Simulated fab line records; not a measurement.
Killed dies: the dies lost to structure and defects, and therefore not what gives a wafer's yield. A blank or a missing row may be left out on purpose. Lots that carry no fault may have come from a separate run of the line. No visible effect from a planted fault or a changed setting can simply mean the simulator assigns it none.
Matching of chambers || flow sky130 || 4 sister chambers for SKY_VIA4_CMP_21 on cmp-02
The step polishes, stops on SiO2, t overpolish 25 s, target thk 0 nm. 4 wafers are shown with their chamber, then 12 later ones without.

## WAFERS WITH THEIR CHAMBER
{"wafer": "L090.1", "chamber": 0, "motor current A (A)": 12.4}
{"wafer": "L091.2", "chamber": 1, "motor current A (A)": 9.9}
{"wafer": "L091.3", "chamber": 3, "motor current A (A)": 10.1}
{"wafer": "L091.6", "chamber": 2, "motor current A (A)": 10.7}

## WAFERS WITH NO CHAMBER GIVEN
{"wafer": "L092.1", "motor current A (A)": 12.2}
{"wafer": "L092.4", "motor current A (A)": 10.2}
{"wafer": "L092.6", "motor current A (A)": 9.8}
{"wafer": "L094.2", "motor current A (A)": 12.6}
{"wafer": "L094.5", "motor current A (A)": 11.0}
{"wafer": "L094.6", "motor current A (A)": 10.2}
{"wafer": "L096.3", "motor current A (A)": 10.2}
{"wafer": "L096.4", "motor current A (A)": 10.3}
{"wafer": "L096.5", "motor current A (A)": 10.6}
{"wafer": "L097.1", "motor current A (A)": 11.7}
{"wafer": "L097.4", "motor current A (A)": 10.2}
{"wafer": "L097.6", "motor current A (A)": 10.0}

## WHICH CHAMBER EACH ONE RAN IN
{"wafer": "L092.1", "from the rows above": 0, "in truth": 0}
{"wafer": "L092.4", "from the rows above": "can't be placed: 3 or 1 or 2", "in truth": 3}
{"wafer": "L092.6", "from the rows above": "can't be placed: 1 or 3", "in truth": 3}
{"wafer": "L094.2", "from the rows above": 0, "in truth": 0}
{"wafer": "L094.5", "from the rows above": 2, "in truth": 2}
{"wafer": "L094.6", "from the rows above": "can't be placed: 3 or 1 or 2", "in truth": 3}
{"wafer": "L096.3", "from the rows above": "can't be placed: 3 or 1 or 2", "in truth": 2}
{"wafer": "L096.4", "from the rows above": "can't be placed: 3 or 2 or 1", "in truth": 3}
{"wafer": "L096.5", "from the rows above": "can't be placed: 2 or 3", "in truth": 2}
{"wafer": "L097.1", "from the rows above": "can't be placed: 0 or 2", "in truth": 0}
{"wafer": "L097.4", "from the rows above": "can't be placed: 3 or 1 or 2", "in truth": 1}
{"wafer": "L097.6", "from the rows above": "can't be placed: 1 or 3", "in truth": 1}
Placed correctly: 3 of 12. Can't be placed from these rows: 9 (the true chamber is among the candidates in 9). Number placed wrongly: 0.
How it was worked out, from the rows above alone: a wafer's distance from a chamber is the root of the sum, over the readings, of the square of ((its reading less the chamber's mean) divided by the reading's scatter). The wafer belongs to the nearest chamber; if the next one is less than 2 further off, it can't be placed. A chamber's mean is the mean of its shown wafers. The scatter: with one shown wafer a chamber, the root of the mean of the squares of how far each hidden wafer lies from its nearest shown one.
